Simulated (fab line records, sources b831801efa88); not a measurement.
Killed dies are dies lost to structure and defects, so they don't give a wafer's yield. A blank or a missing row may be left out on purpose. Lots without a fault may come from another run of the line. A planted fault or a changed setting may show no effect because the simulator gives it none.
One fault seen from 2 desks | flow sky130 | each desk has only its own numbers; what lay behind them comes last

THE TOOL OWNER'S DESK: implanter-01
The tool's own readings at SKY_NWELL_IMPLANT_24: means of the sampled wafers that have a number, for each lot that ran on this tool. A lot is out of limits, marked OUT, if its mean lies more than 4 standard deviations from the usual mean; the brackets give that distance.
Columns: A = beam_energy_keV at SKY_NWELL_IMPLANT_24, usual 139.99; B = beam_on_s at SKY_NWELL_IMPLANT_24, usual 9.99 s; C = faraday_current_uA at SKY_NWELL_IMPLANT_24, usual 52.0
lot  | first seen here | A                        | B     | C
L629 | day 6 18:27     | 139.96                   | 10.21 | 50.7
L636 | day 8 08:29     | 126.37 (-99 or more) OUT | 9.96  | 52.1
L637 | day 8 12:17     | 126.41 (-99 or more) OUT | 9.98  | 52.1
This desk's finding: out of limits on L636, L637; first on L636, day 8 08:29 (beam_energy_keV at SKY_NWELL_IMPLANT_24). In limits: L629.

THE METROLOGY DESK
What the gauges read, lot by lot, whatever tool the lot ran on: means of the sampled wafers that have a number. A lot is out of limits, marked OUT, if its mean lies more than 4 standard deviations from the usual mean; the brackets give that distance.
Columns: A = INCOMING_BOW at SKY_FIELD_ISO_BOW_MEAS_00, usual 0 um; B = FIELD_ISO_CVD_24_THK at SKY_FIELD_ISO_THK_MEAS_25, usual 590 nm; C = VT_ADJUST_NCORE_TW at SKY_VT_ADJUST_NCORE_TW_MEAS_11, usual 218
lot  | first seen here | A  | B   | C
L624 | day 1 10:01     | 3  | 585 | 215
L625 | day 1 15:00     | 2  | 596 | 223
L626 | day 1 20:00     | -1 | 593 | 222
L627 | day 2 01:01     | -2 | 592 | 214
L629 | day 2 11:04     | -4 | 594 | 214
L630 | day 2 16:02     | -3 | 582 | 222
L636 | day 3 22:00     | 2  | 596 | 217
L637 | day 4 03:02     | 1  | 588 | 214
L639 | day 4 13:02     | -0 | 590 | 214
L641 | day 4 23:00     | 6  | 589 | 217
L643 | day 5 09:00     | -1 | 594 | 222
L645 | day 5 19:00     | -3 | 587 | 220
L646 | day 6 00:01     | 1  | 590 | 215
L647 | day 6 05:01     | -3 | 591 | 216
This desk's finding: nothing out of limits on any of the 14 lots.

PUT TOGETHER
The tool owner's desk could have raised an alarm at day 8 08:29, on L636, L637.
The metrology desk saw nothing out of limits.
The metrology desk has L636, L637 on record, within its limits.
Of the lots named, all ran SKY_NWELL_IMPLANT_24 on implanter-01.

WHAT THE SIMULATOR HAD PUT IN
Process parameter drift: implanter-01, from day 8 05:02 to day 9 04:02, at SKY_NWELL_IMPLANT_24. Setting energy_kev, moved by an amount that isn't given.
Lots struck among those shown: L636, L637.
Hours from the fault's start to each desk's first reading out of limits: the tool owner's desk, 3.
